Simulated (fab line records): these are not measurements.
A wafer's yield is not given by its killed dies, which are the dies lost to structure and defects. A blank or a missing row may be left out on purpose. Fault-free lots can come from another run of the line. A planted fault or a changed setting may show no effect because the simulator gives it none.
Which of the tools did it? + flow sky130 + 24 lots (72 wafers sampled), 1 step of a 708-step route

WHAT THE GAUGES READ, wafer by wafer
SKY_FIELD_ISO_THK_MEAS_02. Usual: FIELD_ISO_OXIDATION_00_THK 11.97 nm, standard deviation 0.2.
| lot  | measured    | on            | FIELD_ISO_OXIDATION_00_THK (nm) | flag |
|------|-------------|---------------|---------------------------------|------|
| L074 | day 1 14:22 | film-metro-02 | 12.15 12.15 11.71               |      |
| L076 | day 1 22:34 | film-metro-03 | 11.84 11.85 12.03               |      |
| L075 | day 1 22:35 | film-metro-02 | 12.01 12.10 12.17               |      |
| L077 | day 2 08:26 | film-metro-02 | 12.08 11.96 12.05               |      |
| L078 | day 2 08:28 | film-metro-04 | 11.94 11.86 11.93               |      |
| L079 | day 2 13:56 | film-metro-02 | 11.92 12.02 11.57               |      |
| L080 | day 2 18:01 | film-metro-02 | 12.34 12.12 12.03               |      |
| L081 | day 2 23:04 | film-metro-02 | 12.11 12.18 11.84               |      |
| L082 | day 3 03:38 | film-metro-04 | 12.05 12.04 12.10               |      |
| L083 | day 3 08:38 | film-metro-03 | 12.25 12.09 12.16               |      |
| L084 | day 3 13:38 | film-metro-02 | 12.13 12.16 12.04               |      |
| L085 | day 3 19:30 | film-metro-03 | 12.25 12.27 12.16               |      |
| L086 | day 3 23:38 | film-metro-02 | 11.69 11.74 11.64               |      |
| L087 | day 4 04:38 | film-metro-03 | 11.58 11.72 11.87               |      |
| L088 | day 4 10:31 | film-metro-04 | 11.84 11.93 11.90               |      |
| L089 | day 4 16:55 | film-metro-02 | 11.94 12.07 11.97               |      |
| L090 | day 4 21:14 | film-metro-02 | 11.95 11.88 11.94               |      |
| L091 | day 5 01:32 | film-metro-04 | 12.18 12.08 12.31               |      |
| L092 | day 5 06:53 | film-metro-04 | 11.95 12.05 11.99               |      |
| L093 | day 5 10:38 | film-metro-02 | 12.19 11.93 12.00               |      |
| L094 | day 5 15:38 | film-metro-04 | 11.84 12.03 11.79               |      |
| L095 | day 5 20:57 | film-metro-02 | 11.75 11.58 11.76               |      |
| L096 | day 6 03:13 | film-metro-04 | 11.58 11.70 11.51               |      |
| L097 | day 6 06:55 | film-metro-03 | 12.22 12.16 12.09               |      |

WHAT TOOL EACH LOT RAN ON (gives the tool, then ch and the chambers of the sampled wafers, and finally the start)
The record shows no process step preceding these readings.

WHAT THE TOOLS THEMSELVES READ (means of the sampled wafers that have a number; where no wafer has one, the mark that the record gives instead)
The record holds no such reading with a usual standard deviation.

THE ANSWER, worked out from the rows above alone
Rule: a lot counts as off when the mean over its wafers that have a number is more than 3 standard deviations away from the usual mean. Also off: a lot with no number at a reading for which 4 or more lots have one. Where the step has rows for the other lots, those lots are counted as sound. The gauges are gone through in route order, then the tools' own readings, and for those a lot's mean is taken as printed above. The first step at which some lot is off is used, and at that step the reading that is off furthest; a lot without a number counts as furthest.
Nothing can be told from this: no lot is off at any reading shown.

WHAT WAS PUT IN BY THE SIMULATOR
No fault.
